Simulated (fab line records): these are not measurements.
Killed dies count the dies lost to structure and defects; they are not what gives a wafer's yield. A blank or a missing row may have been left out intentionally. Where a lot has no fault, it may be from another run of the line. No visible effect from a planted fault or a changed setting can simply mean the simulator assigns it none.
Which tool was responsible? | flow sky130 | 12 lots, 36 wafers sampled, at 4 steps of a route of 708

## WHAT EACH GAUGE READ, for each wafer
SKY_VIA3_THK_MEAS_01.
lot  | measured     | on            | VIA3_HDPCVD_THK (nm)
L631 | day 39 00:35 | film-metro-04 | 1648 1702 1677
L635 | day 40 21:50 | film-metro-01 | 1653 1663 1657
L636 | day 41 00:01 | film-metro-01 | 1663 1651 1640
L637 | day 41 02:38 | film-metro-04 | 1630 1639 1655
L638 | day 41 11:34 | film-metro-02 | 1651 1626 1736
L639 | day 41 19:20 | film-metro-04 | 1668 1669 1784
L641 | day 42 00:50 | film-metro-02 | 1628 1657 1665
L648 | day 44 02:23 | film-metro-01 | 1653 1648 1648
L650 | day 44 11:36 | film-metro-02 | 1643 1602 1630
L651 | day 45 00:31 | film-metro-02 | 1641 1611 1652
L652 | day 45 02:08 | film-metro-01 | 1633 1643 1617
L653 | day 45 07:27 | film-metro-04 | 1642 1633 1647

## EACH LOT AND THE TOOL THAT RAN IT (in order: tool; ch and the chambers of the sampled wafers; start)
lot  | SKY_METAL3_SPUTTER_01        | SKY_METAL3_SPUTTER_02        | SKY_VIA3_HDPCVD_00
L631 | pvd-sputter-01, day 36 18:40 | pvd-sputter-01, day 36 18:42 | hdpcvd-01 ch 0,1,2, day 39 00:25
L635 | pvd-sputter-03, day 38 18:28 | pvd-sputter-03, day 38 18:29 | hdpcvd-01 ch 0,1, day 40 21:38
L636 | pvd-sputter-03, day 38 21:13 | pvd-sputter-03, day 38 21:15 | hdpcvd-01 ch 0,1,2, day 40 23:51
L637 | pvd-sputter-04, day 38 22:55 | pvd-sputter-04, day 38 22:56 | hdpcvd-01 ch 1,2, day 41 02:27
L638 | pvd-sputter-03, day 39 08:44 | pvd-sputter-03, day 39 08:46 | hdpcvd-01 ch 0,2, day 41 11:19
L639 | pvd-sputter-03, day 39 16:10 | pvd-sputter-03, day 39 16:11 | hdpcvd-01 ch 0,2, day 41 19:05
L641 | pvd-sputter-04, day 39 23:14 | pvd-sputter-04, day 39 23:16 | hdpcvd-02 ch 0,2, day 42 00:39
L648 | pvd-sputter-01, day 42 01:40 | pvd-sputter-01, day 42 01:41 | hdpcvd-02 ch 0,1, day 44 02:13
L650 | pvd-sputter-01, day 42 12:05 | pvd-sputter-01, day 42 12:06 | hdpcvd-02 ch 0,2, day 44 11:26
L651 | pvd-sputter-01, day 43 00:32 | pvd-sputter-01, day 43 00:33 | hdpcvd-02 ch 0,1,2, day 45 00:20
L652 | pvd-sputter-01, day 43 02:12 | pvd-sputter-01, day 43 02:14 | hdpcvd-02 ch 0,1, day 45 01:57
L653 | pvd-sputter-03, day 43 09:02 | pvd-sputter-03, day 43 09:04 | hdpcvd-02 ch 1,2, day 45 07:17
- SKY_METAL3_SPUTTER_01: material TiN, target thk 20 nm, time 16.7 s.
- SKY_METAL3_SPUTTER_02: material AlCu, target thk 735 nm, time 39.1 s.
- SKY_VIA3_HDPCVD_00: deposits SiO2, target thk 1635 nm, time 272.5 s.

## WHAT THE TOOLS THEMSELVES READ (means of the sampled wafers that have a number; where no wafer has one, the mark that the record gives instead)
SKY_METAL3_SPUTTER_01.
lot  | tool           | throttle-valve-pct (%)
L631 | pvd-sputter-01 | 30.5
L635 | pvd-sputter-03 | 29.5
L636 | pvd-sputter-03 | 29.4
L637 | pvd-sputter-04 | 29.8
L638 | pvd-sputter-03 | 29.0
L639 | pvd-sputter-03 | 29.7
L641 | pvd-sputter-04 | 29.7
L648 | pvd-sputter-01 | 29.2
L650 | pvd-sputter-01 | 29.2
L651 | pvd-sputter-01 | 30.5
L652 | pvd-sputter-01 | 29.3
L653 | pvd-sputter-03 | 29.6

SKY_METAL3_SPUTTER_02.
lot  | tool           | throttle-valve-pct (%)
L631 | pvd-sputter-01 | 30.4
L635 | pvd-sputter-03 | 29.5
L636 | pvd-sputter-03 | 29.5
L637 | pvd-sputter-04 | 29.8
L638 | pvd-sputter-03 | 28.9
L639 | pvd-sputter-03 | 29.6
L641 | pvd-sputter-04 | 29.6
L648 | pvd-sputter-01 | 29.3
L650 | pvd-sputter-01 | 29.3
L651 | pvd-sputter-01 | 30.4
L652 | pvd-sputter-01 | 29.2
L653 | pvd-sputter-03 | 29.4

SKY_VIA3_HDPCVD_00.
lot  | tool      | run-length-s (s)
L631 | hdpcvd-01 | 300.5
L635 | hdpcvd-01 | 300.4
L636 | hdpcvd-01 | 300.1
L637 | hdpcvd-01 | 300.0
L638 | hdpcvd-01 | 305.3
L639 | hdpcvd-01 | 305.3
L641 | hdpcvd-02 | 300.5
L648 | hdpcvd-02 | 300.7
L650 | hdpcvd-02 | 300.4
L651 | hdpcvd-02 | 300.1
L652 | hdpcvd-02 | 300.7
L653 | hdpcvd-02 | 300.1

## THE ANSWER, worked out from the rows above alone
Rule: usual is defined by the lots themselves. The widest of any qualifying gaps counts: lots, ordered by their means at a reading, are off when they make up no more than a third of the lots, leave a main group of 4 or more, and stand apart from it by 3 or more times the standard deviation of that group's means. If all means in a main group match to the digits the tables above print for the reading, that group is not used. Also off: a lot with no number at a reading for which 4 or more lots have one. All remaining lots with rows at the step are treated as sound. First the gauges in route order, then the tools' own readings, where a lot's mean is used as printed above. The first step at which some lot is off is used, and at that step the reading that is off furthest; a lot without a number counts as furthest.
Off: L638, L639, at SKY_VIA3_HDPCVD_00 (run-length-s). The main group has a mean of 300.4 s with a standard deviation of 0.25.
A tool fits if, at that step or a process step before it, it ran every lot that is off, and no sound lot after the first of them. One fits: hdpcvd-01 at SKY_VIA3_HDPCVD_00. A fault onset in the window from L637 (day 41 02:27, its last sound lot) to L638 (day 41 11:19, its first lot off) fits.
On the lots that are off, the tool's own readings at SKY_VIA3_HDPCVD_00 differ by more than 5 times the standard deviation of the sound lots' means, which bears it out; run-length-s reads 305.3 s there versus 300.4 s on the sound lots.

## WHAT WAS PUT IN BY THE SIMULATOR
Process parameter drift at SKY_VIA3_HDPCVD_00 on hdpcvd-01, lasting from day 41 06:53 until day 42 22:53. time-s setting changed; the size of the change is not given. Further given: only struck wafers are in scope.
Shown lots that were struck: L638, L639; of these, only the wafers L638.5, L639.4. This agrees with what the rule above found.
